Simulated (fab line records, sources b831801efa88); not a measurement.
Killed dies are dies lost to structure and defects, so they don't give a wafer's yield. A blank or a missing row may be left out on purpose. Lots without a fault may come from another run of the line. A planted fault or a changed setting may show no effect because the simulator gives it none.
A struck lot beside a sound one | flow sky130 | 30 steps out of a route of 708
Sound: wafers L187.3, L187.4, L187.5. Struck: wafers L199.1, L199.5, L199.6. The cause comes at the end.
At each step with rows: each side's tool, then ch and its chambers, then its first start. Under that, the readings that differ: sound wafers | struck wafers | difference of the means | sigmas: that difference in standard deviations of wafers without a fault.
alike: readings whose means differ by less than 2 such deviations, and words and numbers that are the same on both sides. not compared: withheld readings, readings that some wafer has no value for, bounds like >300 that may hide the same value, and numbers for which the record gives no deviation and whose values overlap.
The two part at a step that has a row with sigmas, a row that says differs or no value, or rows on one side only. Numbers that don't overlap but have no deviation are shown without sigmas and don't part them. A reading that every wafer of one side lacks parts them only if that side has two wafers or more.

SKY_PWDE_STRIP_09: strips in O2/N2.
  sound on plasma_asher-01 ch 0,1, day 4 04:29; struck on plasma_asher-02 ch 0,1, day 6 21:29
  alike: drypump_motor_current_A, oes_product_au, strip_time_to_endpoint_s
  not compared: rf_hours_counter_h
SKY_PWDE_TW_MEAS_10:
  sound on film_metro-02, day 4 04:35; struck on film_metro-01, day 6 21:35
  alike: PWDE_TW
then, 7 steps without rows for these wafers: SKY_NWELL_DEHYDRATE_03 (time 60 s); SKY_NWELL_HMDS_04 (prime time 60 s); SKY_NWELL_COAT_05 (resist thk 3000 nm); SKY_NWELL_SOFTBAKE_06; SKY_NWELL_EXPOSE_07 (exposes mask NWM, target cd 840 nm); SKY_NWELL_PEB_08; SKY_NWELL_DEVELOP_09 (develop time 60 s).
SKY_NWELL_OVL_MEAS_10:
  sound on overlay-02, day 4 21:38; struck on overlay-02, day 7 16:01
  alike: NWELL_00_OVL
then, 2 steps without rows for these wafers: SKY_NWELL_IMPLANT_11; SKY_NWELL_IMPLANT_12.
SKY_NWELL_IMPLANT_13:
  sound on implanter-01 ch 0, day 4 22:01; struck on implanter-01 ch 0, day 7 16:22
  reading            | sound                         | struck                        | difference | sigmas
  dose_ions_cm2      | 6.997e+11 7.009e+11 7.006e+11 | 5.334e+11 5.319e+11 5.323e+11 | -1.679e+11 | -99 or more
  faraday_current_uA | 4.00 3.97 3.95                | 2.94 2.98 2.91                | -1.03      | -15
  alike: end_station_pressure_torr
SKY_NWELL_STRIP_14: strips in O2/N2.
  sound on plasma_asher-01 ch 0,1, day 4 22:09; struck on plasma_asher-04 ch 0,1, day 7 16:31
  alike: drypump_motor_current_A, oes_product_au, strip_time_to_endpoint_s
  not compared: rf_hours_counter_h
SKY_NWELL_TW_MEAS_15:
  sound on film_metro-04, day 4 22:14; struck on film_metro-01, day 7 16:37
  alike: NWELL_TW
then, 7 steps without rows for these wafers: SKY_NWELL_DEHYDRATE_16 (time 60 s); SKY_NWELL_HMDS_17 (prime time 60 s); SKY_NWELL_COAT_18 (resist thk 3000 nm); SKY_NWELL_SOFTBAKE_19; SKY_NWELL_EXPOSE_20 (exposes mask NWM COMPLEMENT, target cd 840 nm); SKY_NWELL_PEB_21; SKY_NWELL_DEVELOP_22 (develop time 60 s).
SKY_NWELL_OVL_MEAS_23:
  sound on overlay-02, day 5 15:05; struck on overlay-01, day 8 13:34
  reading           | sound       | struck         | difference | sigmas
  NWELL_01_OVL (nm) | 2.1 2.6 1.7 | -1.7 -2.2 -2.6 | -4.3       | -3
then, 1 step without rows for these wafers: SKY_NWELL_IMPLANT_24.
SKY_NWELL_STRIP_25: strips in O2/N2.
  sound on plasma_asher-01 ch 0,1, day 5 15:18; struck on plasma_asher-04 ch 0,1, day 8 13:46
  alike: drypump_motor_current_A, oes_product_au, strip_time_to_endpoint_s
  not compared: rf_hours_counter_h
SKY_NWELL_TW_MEAS_26:
  sound on film_metro-04, day 5 15:23; struck on film_metro-02, day 8 13:52
  alike: NWELL_2_TW
then, 1 step without rows for these wafers: SKY_NWELL_CLEAN_27 (cleans in SC1/SC2, time 150 s).
SKY_NWELL_RTA_28: time 30 s.
  sound on rtp_anneal-01 ch 0, day 5 15:31; struck on rtp_anneal-01 ch 0, day 8 13:58
  alike: lamp_power_pct, wafer_temp_C_max
SKY_NWELL_RS_MEAS_29: measures by four-point-probe.
  sound on film_metro-01, day 5 15:37; struck on film_metro-04, day 8 14:10
  reading           | sound             | struck            | difference | sigmas
  NWELL_RS (ohm/sq) | 621.9 623.5 621.4 | 629.9 630.2 630.4 | +7.9       | +5
-- the record jumps here: 41 days lie between the struck wafers' starts before and after (it left off in module NWELL and takes up again in module PAD_OPEN, whose first step shown is number 708 of the route) --
SKY_PAD_OPEN_PROBE_99:
  sound on prober-01, day 46 22:58; struck on prober-02, day 49 14:28
  reading                                   | sound                   | struck                  | difference | sigmas
  model.etest.pfet_g5v0d10v5.drive_ua_um    | 337.2 337.8 339.9       | 351.9 347.8 344.9       | +9.9       |
  model.etest.pfet_01v8_lvt.drive_ua_um     | 177.1 175 175.6         | 183.2 181.6 180.5       | +5.9       |
  model.etest.pfet_g5v0d10v5.off_log10_a_um | -12.29 -12.11 -12.13    | -11.24 -11.31 -11.27    | +0.90      |
  model.etest.pfet_01v8_lvt.off_log10_a_um  | -8.603 -8.557 -8.742    | -8.304 -8.201 -8.37     | +0.342     |
  model.etest.pfet_g5v0d10v5.vt_sat_v (V)   | -0.5947 -0.5967 -0.6069 | -0.5114 -0.5168 -0.5212 | +0.0830    |
  model.etest.pfet_16v.vt_v (V)             | -1.068 -1.074 -1.068    | -1.007 -1.006 -1.015    | +0.061     |
  model.etest.pfet_g5v0d10v5.vt_v (V)       | -0.8037 -0.8058 -0.8126 | -0.7405 -0.7396 -0.7458 | +0.0654    |
  model.etest.pfet_g5v0d10v5.vt_long_v (V)  | -0.9071 -0.9101 -0.9042 | -0.8534 -0.8506 -0.8674 | +0.0500    |
  alike: killed_at_M0_to_M3, killed_at_M4_up, killed_at_contacts, killed_at_front_end, killed_at_other, killed_dies, killed_on_rim, killed_open, killed_short

WHERE THEY PART
First at SKY_NWELL_IMPLANT_13; last, within this record, at SKY_NWELL_RS_MEAS_29. Later steps at which nothing parts them and some readings are alike: SKY_PAD_OPEN_PROBE_99.

WHY: what the simulator had put in
Process parameter drift: implanter-01, from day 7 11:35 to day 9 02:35, at SKY_NWELL_IMPLANT_13. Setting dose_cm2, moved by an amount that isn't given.
